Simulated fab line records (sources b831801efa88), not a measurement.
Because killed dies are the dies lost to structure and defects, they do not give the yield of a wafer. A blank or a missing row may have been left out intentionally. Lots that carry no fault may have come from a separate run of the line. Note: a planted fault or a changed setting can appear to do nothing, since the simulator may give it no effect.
fab line records ; flow sky130
record: lots: 14; wafers: 42; lastDay: 50
route steps=708 shown FIELD_ISO@16 NWELL@68 VT_ADJUST_HVTP@87 VT_ADJUST_LVTN@107 POLY_CUT@316
lots with no fault: from the same line, run without faults
startH: start of the lot's first displayed wafer, in hours after the record's first day ; waitH: hours from the lot's prior step to this one ; " unchanged from the row above ; L1.1+2: a row that stands for several wafers ; - either no value or no given start ; * or withheld: withheld ; < > ~ a bound
route shown NAME@n: NAME is a module with steps in the file, n the number in the route of the first one ; usual: mean/standard deviation taken from wafers without a fault ; same: alike in all rows ; chamber/n: place in a boat ; sites: per-site readings ; _std_site: standard deviation across them ; _edge_site: inner sites' mean taken away from outer sites' mean ; radiusMm: for every site, how far away it sits from the centre of the wafer ; mask NAME#n: copy n ; behind: the tool/chamber that last shaped the wafer ; hold: why the lot was held/for how many hours/how that ended ; device: which transistor (n, p or np) failed to switch ; end of line: the route-end tests of the same wafers ; a step with no rows: only its recipe ; killed: the dies lost at the first sort to structure and to defects; this is not the yield of the wafer ; map: per-die view of a wafer (x killed, . not killed, _ where there is no die)
set.NAME: the setting as run; set.NAME@STEP: as run at that earlier step ; model.NAME: the simulator's own value behind a step, which no gauge read
one table for each step of the route and one row for each wafer, over a sample of lots
services: the hour from which a tool's chamber was out of use, counted from the record's first day as startH (under 0 if before that day), plus the number of hours and why
== steps ==
step: SKY_FIELD_ISO_ETCH_15
recipe: chemistry: CHF3/O2; targetDepthNm: 180; stopOn: Si; sourceW: 600; biasW: 200; pressureMtorr: 40; chf3FlowSccm: 50; O2_flow_sccm: 5; timeS: 72
usual: chf3FlowSccm: 50.03/0.15; drypumpMotorCurrentA: 5.6/0.56; oesProductAu: 0.945/0.0071; throttleValvePct: 8.844/0.01
lot.wafer;tool;chamber;startH;waitH;chf3FlowSccm;drypumpMotorCurrentA;oesProductAu;rfHoursCounterH;throttleValvePct
L550.1;rieDiel-01;1;34.59;0.0;49.93;5.7;0.938;149;8.838
L550.4;rieDiel-01;0;34.59;0.0;49.99;5.7;0.942;134;8.857
L550.5;rieDiel-01;1;34.59;0.0;50.01;5.6;0.950;-;8.835
L551.1;rieDiel-02;3;40.64;0.0;49.95;5.9;0.938;104;8.857
L551.3;rieDiel-02;0;40.64;0.0;50.14;5.0;0.933;148;8.843
L551.4;rieDiel-02;2;40.64;0.0;50.16;5.1;0.937;36;8.850
L554.3;rieDiel-03;3;54.94;0.0;50.33;6.7;0.941;171;8.849
L554.4;rieDiel-03;0;54.94;0.0;50.12;5.6;0.929;171;8.851
L554.5;rieDiel-03;2;54.94;0.0;50.05;5.1;0.942;-;8.830
L555.2;rieDiel-02;0;61.39;0.0;49.77;5.0;0.957;149;8.858
L555.3;rieDiel-02;3;61.39;0.0;50.01;5.9;0.947;104;8.833
L555.6;rieDiel-02;3;61.39;0.0;49.89;5.9;0.949;-;8.840
L556.2;rieDiel-03;1;67.39;0.0;49.82;5.3;0.940;81;8.840
L556.5;rieDiel-03;1;67.39;0.0;49.86;5.3;0.926;-;8.855
L556.6;rieDiel-03;2;67.39;0.0;49.94;5.0;0.942;-;8.846
L557.2;rieDiel-03;2;70.24;0.0;50.20;5.0;0.943;108;8.845
L557.3;rieDiel-03;0;70.24;0.0;50.01;5.6;0.952;171;8.839
L557.6;rieDiel-03;1;70.24;0.0;50.14;5.3;0.942;-;8.826
L560.1;rieDiel-03;2;86.54;0.0;49.89;5.0;0.948;108;8.856
L560.2;rieDiel-03;3;86.54;0.0;49.96;6.7;0.955;0;8.832
L560.5;rieDiel-03;2;86.54;0.0;50.22;5.0;0.947;-;8.857
L561.2;rieDiel-03;1;92.52;0.0;49.98;5.3;0.945;82;8.854
L561.3;rieDiel-03;3;92.52;0.0;50.15;6.7;0.942;0;8.836
L561.6;rieDiel-03;3;92.52;0.0;50.16;6.7;0.939;-;8.830
L566.1;rieDiel-03;1;117.64;0.0;50.25;5.3;0.943;82;8.848
L566.3;rieDiel-03;2;117.64;0.0;50.06;5.1;0.936;109;8.842
L566.4;rieDiel-03;0;117.64;0.0;49.89;5.6;0.945;0;8.845
L568.2;rieDiel-02;0;126.62;0.0;50.03;5.0;0.944;150;8.863
L568.3;rieDiel-02;3;126.62;0.0;49.86;5.9;0.932;105;8.838
L568.4;rieDiel-02;1;126.62;0.0;50.37;5.0;0.940;10;8.830
L569.1;rieDiel-03;0;133.27;0.0;50.03;5.6;0.954;1;8.861
L569.3;rieDiel-03;1;133.27;0.0;49.98;5.3;0.942;83;8.850
L569.6;rieDiel-03;2;133.27;0.0;49.86;5.0;0.939;-;8.851
L570.1;rieDiel-03;3;139.39;0.0;49.97;6.7;0.948;1;8.831
L570.4;rieDiel-03;0;139.39;0.0;49.82;5.6;0.945;1;8.853
L570.5;rieDiel-03;0;139.39;0.0;50.09;5.6;0.937;-;8.858
L571.2;rieDiel-02;0;146.27;0.0;49.93;5.0;0.945;150;8.836
L571.5;rieDiel-02;0;146.27;0.0;49.84;5.0;0.941;-;8.851
L571.6;rieDiel-02;3;146.27;0.0;49.91;5.9;0.949;-;8.836
L572.3;rieDiel-03;1;147.82;0.0;50.02;5.2;0.943;83;8.844
L572.4;rieDiel-03;2;147.82;0.0;50.03;5.0;0.945;110;8.855
L572.5;rieDiel-03;3;147.82;0.0;49.93;6.7;0.950;-;8.841
step: SKY_NWELL_TW_MEAS_15
usual: NWELL_TW: 1809/9.6
lot.wafer;tool;chamber;startH;waitH;NWELL_TW
L550.1;filmMetro-04;-;93.53;0.1;1798
L550.4;filmMetro-04;-;93.53;0.1;1816
L550.5;filmMetro-04;-;93.53;0.1;1809
L551.1;filmMetro-01;-;100.58;0.1;1821
L551.3;filmMetro-01;-;100.58;0.1;1816
L551.4;filmMetro-01;-;100.58;0.1;1820
L554.3;filmMetro-02;-;116.90;0.1;1808
L554.4;filmMetro-02;-;116.90;0.1;1796
L554.5;filmMetro-02;-;116.90;0.1;1798
L555.2;filmMetro-04;-;122.49;0.1;1801
L555.3;filmMetro-04;-;122.49;0.1;1806
L555.6;filmMetro-04;-;122.49;0.1;1794
L556.2;filmMetro-01;-;126.06;0.1;1821
L556.5;filmMetro-01;-;126.06;0.1;1825
L556.6;filmMetro-01;-;126.06;0.1;1835
L557.2;filmMetro-02;-;131.49;0.1;1816
L557.3;filmMetro-02;-;131.49;0.1;1808
L557.6;filmMetro-02;-;131.49;0.1;1814
L560.1;filmMetro-01;-;149.55;0.1;1810
L560.2;filmMetro-01;-;149.55;0.1;1816
L560.5;filmMetro-01;-;149.55;0.1;1822
L561.2;filmMetro-04;-;157.84;0.1;1806
L561.3;filmMetro-04;-;157.84;0.1;1804
L561.6;filmMetro-04;-;157.84;0.1;1799
L566.1;filmMetro-01;-;188.95;0.1;1809
L566.3;filmMetro-01;-;188.95;0.1;1802
L566.4;filmMetro-01;-;188.95;0.1;1802
L568.2;filmMetro-01;-;196.29;0.1;1794
L568.3;filmMetro-01;-;196.29;0.1;1793
L568.4;filmMetro-01;-;196.29;0.1;1792
L569.1;filmMetro-01;-;200.53;0.1;1801
L569.3;filmMetro-01;-;200.53;0.1;1804
L569.6;filmMetro-01;-;200.53;0.1;1806
L570.1;filmMetro-02;-;208.06;0.1;1800
L570.4;filmMetro-02;-;208.06;0.1;1808
L570.5;filmMetro-02;-;208.06;0.1;1799
L571.2;filmMetro-01;-;218.56;0.1;1797
L571.5;filmMetro-01;-;218.56;0.1;1798
L571.6;filmMetro-01;-;218.56;0.1;1807
L572.3;filmMetro-01;-;220.20;0.1;1813
L572.4;filmMetro-01;-;220.20;0.1;1815
L572.5;filmMetro-01;-;220.20;0.1;1814
step: SKY_VT_ADJUST_HVTP_COAT_02
recipe: resist: NOVOLAK; spinRpm: 3000; resistThkNm: 1140
usual: chillPlateTempC: 22.99/0.12; dispensePressureKPa: 50.6/0.99; resistLineTempC: 22.99/0.097; spinSpeedRpm: 2999.7/2.3
lot.wafer;tool;chamber;startH;waitH;chillPlateTempC;dispensePressureKPa;resistLineTempC;spinSpeedRpm
L550.1;lithoTrack-01;0;121.13;0.1;22.77;51.8;23.02;2998.8
L550.4;lithoTrack-01;0;121.13;0.1;22.78;51.8;23.09;2997.1
L550.5;lithoTrack-01;0;121.13;0.1;22.86;51.8;23.12;3001.2
L551.1;lithoTrack-03;0;128.61;0.1;23.27;50.6;22.89;2997.2
L551.3;lithoTrack-03;0;128.61;0.1;23.23;50.6;23.12;3000.8
L551.4;lithoTrack-03;0;128.61;0.1;23.03;50.6;23.17;2993.2
L554.3;lithoTrack-03;0;145.51;0.1;22.97;50.7;22.94;3002.4
L554.4;lithoTrack-03;0;145.51;0.1;23.03;50.7;22.99;2996.2
L554.5;lithoTrack-03;0;145.51;0.1;23.01;50.7;22.84;2996.8
L555.2;lithoTrack-03;0;152.54;0.1;22.94;50.7;22.87;2997.6
L555.3;lithoTrack-03;0;152.54;0.1;22.80;50.7;23.03;2999.3
L555.6;lithoTrack-03;0;152.54;0.1;22.95;50.7;23.06;3002.3
L556.2;lithoTrack-04;0;156.00;0.1;22.89;48.9;22.84;2997.3
L556.5;lithoTrack-04;0;156.00;0.1;22.90;48.9;22.94;2997.1
L556.6;lithoTrack-04;0;156.00;0.1;23.00;49.0;23.09;2999.9
L557.2;lithoTrack-01;0;161.46;0.1;23.03;51.8;23.10;3002.8
L557.3;lithoTrack-01;0;161.46;0.1;22.89;51.8;22.93;2996.7
L557.6;lithoTrack-01;0;161.46;0.1;22.91;51.7;23.16;2996.4
L560.1;lithoTrack-03;-;179.36;0.1;-;-;-;-
L560.2;lithoTrack-03;-;179.36;0.1;-;-;-;-
L560.5;lithoTrack-03;-;179.36;0.1;-;-;-;-
L561.2;lithoTrack-01;-;188.36;0.1;-;-;-;-
L561.3;lithoTrack-01;-;188.36;0.1;-;-;-;-
L561.6;lithoTrack-01;-;188.36;0.1;-;-;-;-
L566.1;lithoTrack-03;0;220.71;0.1;23.15;50.6;23.15;3000.2
L566.3;lithoTrack-03;0;220.71;0.1;23.10;50.7;22.81;3000.3
L566.4;lithoTrack-03;0;220.71;0.1;23.01;50.7;22.93;3000.7
L568.2;lithoTrack-03;0;228.63;0.1;22.81;50.7;23.05;2996.6
L568.3;lithoTrack-03;0;228.63;0.1;22.83;50.7;22.96;2999.2
L568.4;lithoTrack-03;0;228.63;0.1;22.87;50.7;22.97;2995.4
L569.1;lithoTrack-04;0;233.32;0.1;23.05;48.9;23.05;2999.0
L569.3;lithoTrack-04;0;233.32;0.1;22.96;48.9;23.06;3001.1
L569.6;lithoTrack-04;0;233.32;0.1;23.08;48.9;23.15;2999.1
L570.1;lithoTrack-01;0;242.03;0.1;22.92;51.8;22.91;3004.5
L570.4;lithoTrack-01;0;242.03;0.1;23.00;51.8;22.87;3002.0
L570.5;lithoTrack-01;0;242.03;0.1;23.01;51.8;22.92;3002.1
L571.2;lithoTrack-04;0;252.10;0.1;22.98;48.9;23.03;2996.5
L571.5;lithoTrack-04;0;252.10;0.1;23.08;49.0;23.05;2997.2
L571.6;lithoTrack-04;0;252.10;0.1;22.97;48.9;22.80;3001.0
L572.3;lithoTrack-03;0;254.61;0.1;22.90;50.7;23.01;2999.1
L572.4;lithoTrack-03;0;254.61;0.1;23.06;50.7;22.84;2998.2
L572.5;lithoTrack-03;0;254.61;0.1;22.95;50.7;22.93;3002.2
step: SKY_VT_ADJUST_HVTP_CD_MEAS_07
recipe: targetCdNm: 380
usual: cdNm: 380.3/2.8
lot.wafer;tool;chamber;startH;waitH;cdNm
L550.1;cdSem-01;-;130.32;0.1;377.1
L550.4;cdSem-01;-;130.32;0.1;377.3
L550.5;cdSem-01;-;130.32;0.1;378.0
L551.1;cdSem-01;-;138.23;0.1;383.4
L551.3;cdSem-01;-;138.23;0.1;384.9
L551.4;cdSem-01;-;138.23;0.1;382.8
L554.3;cdSem-02;-;155.36;0.1;379.9
L554.4;cdSem-02;-;155.36;0.1;379.7
L554.5;cdSem-02;-;155.36;0.1;379.6
L555.2;cdSem-01;-;162.29;0.1;378.9
L555.3;cdSem-01;-;162.29;0.1;379.8
L555.6;cdSem-01;-;162.29;0.1;378.7
L556.2;cdSem-01;-;166.10;0.1;379.0
L556.5;cdSem-01;-;166.10;0.1;376.9
L556.6;cdSem-01;-;166.10;0.1;378.3
L557.2;cdSem-01;-;172.25;0.1;388.1
L557.3;cdSem-01;-;172.25;0.1;387.6
L557.6;cdSem-01;-;172.25;0.1;388.4
L560.1;cdSem-01;-;189.77;0.2;-
L560.2;cdSem-01;-;189.77;0.2;-
L560.5;cdSem-01;-;189.77;0.2;-
L561.2;cdSem-02;-;198.18;0.1;-
L561.3;cdSem-02;-;198.18;0.1;-
L561.6;cdSem-02;-;198.18;0.1;-
L566.1;cdSem-02;-;231.78;0.1;375.6
L566.3;cdSem-02;-;231.78;0.1;377.6
L566.4;cdSem-02;-;231.78;0.1;375.8
L568.2;cdSem-02;-;240.28;0.1;379.5
L568.3;cdSem-02;-;240.28;0.1;379.3
L568.4;cdSem-02;-;240.28;0.1;381.6
L569.1;cdSem-02;-;245.32;0.1;382.6
L569.3;cdSem-02;-;245.32;0.1;380.5
L569.6;cdSem-02;-;245.32;0.1;381.4
L570.1;cdSem-02;-;254.34;0.2;379.5
L570.4;cdSem-02;-;254.34;0.2;383.5
L570.5;cdSem-02;-;254.34;0.2;382.9
L571.2;cdSem-02;-;264.34;0.1;379.3
L571.5;cdSem-02;-;264.34;0.1;377.0
L571.6;cdSem-02;-;264.34;0.1;375.8
L572.3;cdSem-02;-;267.35;0.1;381.5
L572.4;cdSem-02;-;267.35;0.1;380.2
L572.5;cdSem-02;-;267.35;0.1;378.9
step: SKY_VT_ADJUST_LVTN_TW_MEAS_10
usual: VT_ADJUST_LVTN_TW: 240.1/1.3
lot.wafer;tool;chamber;startH;waitH;VT_ADJUST_LVTN_TW
L550.1;filmMetro-03;-;150.48;0.1;238.2
L550.4;filmMetro-03;-;150.48;0.1;240.6
L550.5;filmMetro-03;-;150.48;0.1;241.0
L551.1;filmMetro-02;-;158.45;0.1;240.6
L551.3;filmMetro-02;-;158.45;0.1;241.6
L551.4;filmMetro-02;-;158.45;0.1;241.3
L554.3;filmMetro-02;-;176.15;0.1;239.6
L554.4;filmMetro-02;-;176.15;0.1;239.4
L554.5;filmMetro-02;-;176.15;0.1;238.9
L555.2;filmMetro-02;-;183.08;0.1;239.2
L555.3;filmMetro-02;-;183.08;0.1;239.0
L555.6;filmMetro-02;-;183.08;0.1;239.5
L556.2;filmMetro-03;-;186.59;0.1;242.0
L556.5;filmMetro-03;-;186.59;0.1;242.3
L556.6;filmMetro-03;-;186.59;0.1;240.3
L557.2;filmMetro-01;-;192.46;0.1;238.1
L557.3;filmMetro-01;-;192.46;0.1;238.1
L557.6;filmMetro-01;-;192.46;0.1;238.2
L560.1;filmMetro-01;-;211.12;0.1;1340.7
L560.2;filmMetro-01;-;211.12;0.1;1346.9
L560.5;filmMetro-01;-;211.12;0.1;1339.9
L561.2;filmMetro-02;-;220.27;0.1;1354.0
L561.3;filmMetro-02;-;220.27;0.1;1356.7
L561.6;filmMetro-02;-;220.27;0.1;1361.7
L566.1;filmMetro-02;-;255.85;0.1;241.1
L566.3;filmMetro-02;-;255.85;0.1;242.0
L566.4;filmMetro-02;-;255.85;0.1;241.5
L568.2;filmMetro-01;-;264.89;0.1;238.4
L568.3;filmMetro-01;-;264.89;0.1;237.9
L568.4;filmMetro-01;-;264.89;0.1;238.8
L569.1;filmMetro-02;-;270.02;0.1;239.2
L569.3;filmMetro-02;-;270.02;0.1;239.1
L569.6;filmMetro-02;-;270.02;0.1;239.2
L570.1;filmMetro-01;-;279.87;0.1;238.4
L570.4;filmMetro-01;-;279.87;0.1;238.2
L570.5;filmMetro-01;-;279.87;0.1;239.0
L571.2;filmMetro-03;-;289.43;0.1;240.6
L571.5;filmMetro-03;-;289.43;0.1;241.0
L571.6;filmMetro-03;-;289.43;0.1;240.0
L572.3;filmMetro-03;-;293.19;0.1;240.9
L572.4;filmMetro-03;-;293.19;0.1;239.4
L572.5;filmMetro-03;-;293.19;0.1;241.2
step: SKY_VT_ADJUST_LVTN_TW_MEAS_21
usual: VT_ADJUST_LVTN_2_TW: 187.0/0.99
lot.wafer;tool;chamber;startH;waitH;VT_ADJUST_LVTN_2_TW
L550.1;filmMetro-02;-;170.42;0.1;187.6
L550.4;filmMetro-02;-;170.42;0.1;187.5
L550.5;filmMetro-02;-;170.42;0.1;186.9
L551.1;filmMetro-01;-;177.95;0.1;186.2
L551.3;filmMetro-01;-;177.95;0.1;187.3
L551.4;filmMetro-01;-;177.95;0.1;186.7
L554.3;filmMetro-02;-;196.32;0.1;186.5
L554.4;filmMetro-02;-;196.32;0.1;185.7
L554.5;filmMetro-02;-;196.32;0.1;185.7
L555.2;filmMetro-03;-;204.14;0.1;187.9
L555.3;filmMetro-03;-;204.14;0.1;187.4
L555.6;filmMetro-03;-;204.14;0.1;187.7
L556.2;filmMetro-03;-;207.78;0.1;188.2
L556.5;filmMetro-03;-;207.78;0.1;188.1
L556.6;filmMetro-03;-;207.78;0.1;186.5
L557.2;filmMetro-03;-;214.09;0.1;188.5
L557.3;filmMetro-03;-;214.09;0.1;188.3
L557.6;filmMetro-03;-;214.09;0.1;187.6
L560.1;filmMetro-01;-;232.65;0.1;1343.2
L560.2;filmMetro-01;-;232.65;0.1;1348.8
L560.5;filmMetro-01;-;232.65;0.1;1340.5
L561.2;filmMetro-01;-;243.16;0.1;1347.6
L561.3;filmMetro-01;-;243.16;0.1;1341.8
L561.6;filmMetro-01;-;243.16;0.1;1341.2
L566.1;filmMetro-01;-;280.77;0.1;186.5
L566.3;filmMetro-01;-;280.77;0.1;185.9
L566.4;filmMetro-01;-;280.77;0.1;185.8
L568.2;filmMetro-01;-;289.73;0.1;188.0
L568.3;filmMetro-01;-;289.73;0.1;186.6
L568.4;filmMetro-01;-;289.73;0.1;187.7
L569.1;filmMetro-03;-;294.42;0.1;187.6
L569.3;filmMetro-03;-;294.42;0.1;188.7
L569.6;filmMetro-03;-;294.42;0.1;188.5
L570.1;filmMetro-02;-;305.57;0.1;188.2
L570.4;filmMetro-02;-;305.57;0.1;187.9
L570.5;filmMetro-02;-;305.57;0.1;187.2
L571.2;filmMetro-01;-;314.43;0.1;188.4
L571.5;filmMetro-01;-;314.43;0.1;188.8
L571.6;filmMetro-01;-;314.43;0.1;187.9
L572.3;filmMetro-03;-;319.07;0.1;188.2
L572.4;filmMetro-03;-;319.07;0.1;187.3
L572.5;filmMetro-03;-;319.07;0.1;188.2
step: SKY_POLY_CUT_OVL_MEAS_09
usual: POLY_CUT_OVL: 1/5.4
lot.wafer;tool;chamber;startH;waitH;POLY_CUT_OVL[nm]
L550.1;overlay-02;-;565.29;0.1;-5
L550.4;overlay-02;-;565.29;0.1;0
L550.5;overlay-02;-;565.29;0.1;-2
L551.1;overlay-01;-;578.56;0.1;-6
L551.3;overlay-01;-;578.56;0.1;1
L551.4;overlay-01;-;578.56;0.1;-7
L554.3;overlay-01;-;599.49;0.1;-7
L554.4;overlay-01;-;599.49;0.1;-1
L554.5;overlay-01;-;599.49;0.1;1
L555.2;overlay-02;-;607.51;0.1;2
L555.3;overlay-02;-;607.51;0.1;5
L555.6;overlay-02;-;607.51;0.1;1
L556.2;overlay-01;-;617.60;0.1;4
L556.5;overlay-01;-;617.60;0.1;3
L556.6;overlay-01;-;617.60;0.1;1
L557.2;overlay-02;-;624.25;0.1;-2
L557.3;overlay-02;-;624.25;0.1;-1
L557.6;overlay-02;-;624.25;0.1;-8
L560.1;overlay-01;-;652.74;0.1;4
L560.2;overlay-01;-;652.74;0.1;5
L560.5;overlay-01;-;652.74;0.1;-2
L561.2;overlay-01;-;662.03;0.1;-4
L561.3;overlay-01;-;662.03;0.1;-5
L561.6;overlay-01;-;662.03;0.1;5
L566.1;overlay-02;-;704.81;0.1;4
L566.3;overlay-02;-;704.81;0.1;4
L566.4;overlay-02;-;704.81;0.1;4
L568.2;overlay-02;-;714.95;0.1;-4
L568.3;overlay-02;-;714.95;0.1;-2
L568.4;overlay-02;-;714.95;0.1;-1
L569.1;overlay-02;-;723.96;0.1;6
L569.3;overlay-02;-;723.96;0.1;1
L569.6;overlay-02;-;723.96;0.1;3
L570.1;overlay-02;-;729.33;0.1;-2
L570.4;overlay-02;-;729.33;0.1;6
L570.5;overlay-02;-;729.33;0.1;5
L571.2;overlay-01;-;737.23;0.1;-8
L571.5;overlay-01;-;737.23;0.1;-10
L571.6;overlay-01;-;737.23;0.1;-6
L572.3;overlay-01;-;758.11;0.1;-6
L572.4;overlay-01;-;758.11;0.1;-4
L572.5;overlay-01;-;758.11;0.1;-3
== services ==
tool;chamber;startH;hours;kind
rieDiel-01;1;24.79;2.8;repair
rieDiel-02;1;28.44;11.0;repair
rieDiel-03;3;64.45;-;clean
rieDiel-03;3;64.45;18.3;scheduledDown
rieDiel-03;3;64.45;18.3;ventCycle
rieDiel-01;3;64.89;16.1;repair
rieDiel-03;0;82.78;-;clean
rieDiel-03;0;82.78;22.2;scheduledDown
rieDiel-03;0;82.78;22.2;ventCycle
rieDiel-02;3;105.36;15.3;repair
rieDiel-01;3;140.60;6.5;repair
rieDiel-01;3;149.67;9.0;repair
rieDiel-01;1;171.87;-;clean
rieDiel-01;1;171.87;17.5;scheduledDown
rieDiel-01;1;171.87;17.5;ventCycle
rieDiel-02;0;184.05;3.6;repair
rieDiel-02;0;187.66;-;clean
rieDiel-02;0;187.66;29.8;scheduledDown
rieDiel-02;0;187.66;29.8;ventCycle
rieDiel-02;2;222.50;1.2;repair
rieDiel-01;0;250.05;-;clean
rieDiel-01;0;250.05;15.8;scheduledDown
rieDiel-01;0;250.05;15.8;ventCycle
== key ==
firstSign: step: SKY_VT_ADJUST_HVTP_COAT_02; reading: toolRecord; direction: missing
effect: step: SKY_VT_ADJUST_HVTP_CD_MEAS_07; reading: cdNm; direction: missing
effect: step: SKY_VT_ADJUST_LVTN_TW_MEAS_10; reading: VT_ADJUST_LVTN_TW; direction: up; sigmas: 99+; usual: 240.1; struck: 1350.0
effect: step: SKY_VT_ADJUST_LVTN_TW_MEAS_21; reading: VT_ADJUST_LVTN_2_TW; direction: up; sigmas: 99+; usual: 187.0; struck: 1343.9
metAt SKY_VT_ADJUST_HVTP_COAT_02
struckLots L560,L561
sortLeftOut L560.1,L560.2,L560.5,L561.2,L561.3,L561.6
testerLeftOut L560,L561
notActingAt SKY_FIELD_ISO_ETCH_15,SKY_NWELL_TW_MEAS_15,SKY_POLY_CUT_OVL_MEAS_09
onsetBetween 161.46 179.36
fault: kind: skippedStepWhole; tool: lithoTrack-01,lithoTrack-03; chamber: -; onsetH: 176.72; steps: SKY_VT_ADJUST_HVTP_COAT_02; scope: struckLotsOnly
testerLeftOut: of these lots the tester's yield and bins aren't shown, on N5 and GAA mostly nor the transistor test; their killed dies are dies lost to structure and defects alone, not to doping, threshold or leakage, so they don't give the yield
sortLeftOut: the simulated sort isn't trusted on such a fault, so these wafers' sort isn't shown, and their yield isn't known
